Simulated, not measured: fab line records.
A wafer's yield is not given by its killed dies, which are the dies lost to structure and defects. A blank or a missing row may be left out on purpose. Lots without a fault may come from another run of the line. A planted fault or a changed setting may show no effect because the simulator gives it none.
One fault seen from 2 desks | flow sky130 | each desk holds nothing but its own numbers, with what lay behind them at the end

THE TOOL OWNER'S DESK: wetBench-04
The tool's own readings at SKY_FIELD_ISO_WET_ETCH_30 (etches SiO2 in dHF, target depth 25 nm, time 50 s): means of the sampled wafers that have a number, for each lot that ran on this tool. The brackets show how far a lot's mean lies from the usual mean; more than 4 standard deviations puts the lot out of limits, marked OUT.
Columns: A = runLengthS at SKY_FIELD_ISO_WET_ETCH_30, usual 78.8 s
lot  | first seen here | A
L166 | day 2 22:54     | 76.5
L176 | day 4 19:32     | 111.9 (+12) OUT
L177 | day 5 00:11     | 113.0 (+12) OUT
This desk's verdict: out of limits on L176, L177, starting with L176 at day 4 19:32 (runLengthS at SKY_FIELD_ISO_WET_ETCH_30). L166 stayed within limits.

AT THE METROLOGY DESK
What the gauges read for every lot (on any tool): the sampled wafers with a number, averaged. The brackets show how far a lot's mean lies from the usual mean; more than 4 standard deviations puts the lot out of limits, marked OUT.
Columns: A = FIELD_ISO_OXIDATION_01_THK at SKY_FIELD_ISO_THK_MEAS_23, usual 9.96 nm; B = FIELD_ISO_CVD_24_THK at SKY_FIELD_ISO_THK_MEAS_25, usual 598 nm; C = NWELL_OXIDATION_THK at SKY_NWELL_THK_MEAS_02, usual 10.04 nm; D = DNWELL_TW at SKY_DNWELL_TW_MEAS_09, usual 1121; E = PWDE_OVL at SKY_PWDE_OVL_MEAS_07, usual 0.1 nm; F = PWDE_TW at SKY_PWDE_TW_MEAS_10, usual 377
lot  | first seen here | A     | B   | C     | D    | E    | F
L166 | day 2 17:32     | 9.68  | 598 | 9.89  | 1119 | 0.1  | 382
L176 | day 4 16:40     | 10.12 | 591 | 10.01 | 1125 | 1.9  | 379
L177 | day 4 20:50     | 9.96  | 600 | 9.97  | 1121 | -0.1 | 377
L185 | day 6 17:28     | 9.62  | 600 | 10.05 | 1121 | 0.0  | 373
L186 | day 7 05:03     | 9.68  | 604 | 10.01 | 1131 | -0.5 | 373
L187 | day 7 05:08     | 10.07 | 597 | 9.83  | 1117 | -0.1 | 383
Result from this desk: across the 6 lots, nothing is out of limits.

BROUGHT TOGETHER
The tool owner's desk could have raised an alarm at day 4 19:32, on L176, L177.
From the metrology desk's view, nothing was out of limits.
The metrology desk has L176, L177 on record, within its limits.
SKY_FIELD_ISO_WET_ETCH_30 was run on wetBench-04 by each of the lots named.

WHAT WAS PUT IN BY THE SIMULATOR
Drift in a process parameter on wetBench-04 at SKY_FIELD_ISO_WET_ETCH_30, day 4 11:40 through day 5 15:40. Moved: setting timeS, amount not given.
Lots struck among those shown: L176, L177.
Time in hours from fault onset to the first out-of-limits reading at each desk: the tool owner's desk, 8.
